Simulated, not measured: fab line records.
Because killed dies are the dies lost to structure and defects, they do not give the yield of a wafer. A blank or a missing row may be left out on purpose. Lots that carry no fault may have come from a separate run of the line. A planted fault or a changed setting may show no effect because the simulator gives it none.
Matching of chambers ; flow sfq_line ; cmp-01 running SFQ_TRILAYER_I4_CMP_CMP_100: 4 sister chambers
The step polishes SiO2. 16 wafers are shown with their chamber, then 8 later ones without.

== WAFERS, EACH WITH ITS CHAMBER ==
wafer;chamber;motor_current_A (A);time_to_endpoint_s (s);head_pressure_psi (psi)
L433.1;2;10.0;209;3.003
L433.3;1;10.9;212;2.996
L433.6;1;11.1;217;3.003
L434.2;0;9.5;204;3.002
L434.3;1;10.7;225;3.005
L434.4;3;9.9;202;2.993
L436.3;2;8.9;218;2.999
L436.4;3;9.5;209;2.991
L436.6;2;9.5;227;3.002
L438.2;1;10.9;223;3.004
L438.1;0;9.8;209;3.000
L438.6;2;10.3;222;2.999
L441.1;2;9.6;218;3.010
L441.3;1;11.3;218;2.999
L441.4;3;9.2;214;2.985
L450.3;0;9.9;199;2.979

SIGNATURES, as means of the wafers listed above
reading;chamber 0;chamber 1;chamber 2;chamber 3;scatter within a chamber
motor_current_A;9.733;10.980;9.660;9.533;0.373
time_to_endpoint_s;204.00;219.00;218.80;208.33;5.8
head_pressure_psi;2.99367;3.00140;3.00260;2.98967;0.00644
Rule: distance of a wafer from a chamber = root of the sum over the readings of ((wafer's reading minus chamber's mean) / reading's scatter) squared. If the next closest chamber is less than 2 further off than the closest, the wafer can't be placed; otherwise it belongs to the closest. The scatter is the square root of a quotient: the sum, over the shown wafers, of each reading's squared deviation from its chamber's mean, divided by wafers minus chambers.

== WAFERS MISSING THEIR CHAMBER ==
wafer;motor_current_A (A);time_to_endpoint_s (s);head_pressure_psi (psi)
L450.1;9.5;204;3.003
L450.6;9.4;204;2.998
L451.1;10.0;191;2.999
L451.3;9.9;207;2.995
L451.5;10.3;211;3.002
L453.1;10.3;209;3.012
L453.3;9.8;215;3.003
L453.6;9.5;205;2.989

== THE CHAMBER EACH PASSED THROUGH ==
wafer;from the rows above;in truth
L450.1;can't be placed: 0 or 3 or 2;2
L450.6;can't be placed: 0 or 3 or 2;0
L451.1;can't be placed: 0 or 3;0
L451.3;can't be placed: 0 or 3 or 2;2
L451.5;can't be placed: 2 or 1 or 0 or 3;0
L453.1;can't be placed: 2 or 1 or 0 or 3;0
L453.3;can't be placed: 2 or 0 or 3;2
L453.6;can't be placed: 3 or 0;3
Correctly placed: 0 of 8. From these rows, 8 cannot be placed; in 8 the true chamber is one of the candidates. 0 placed wrongly.
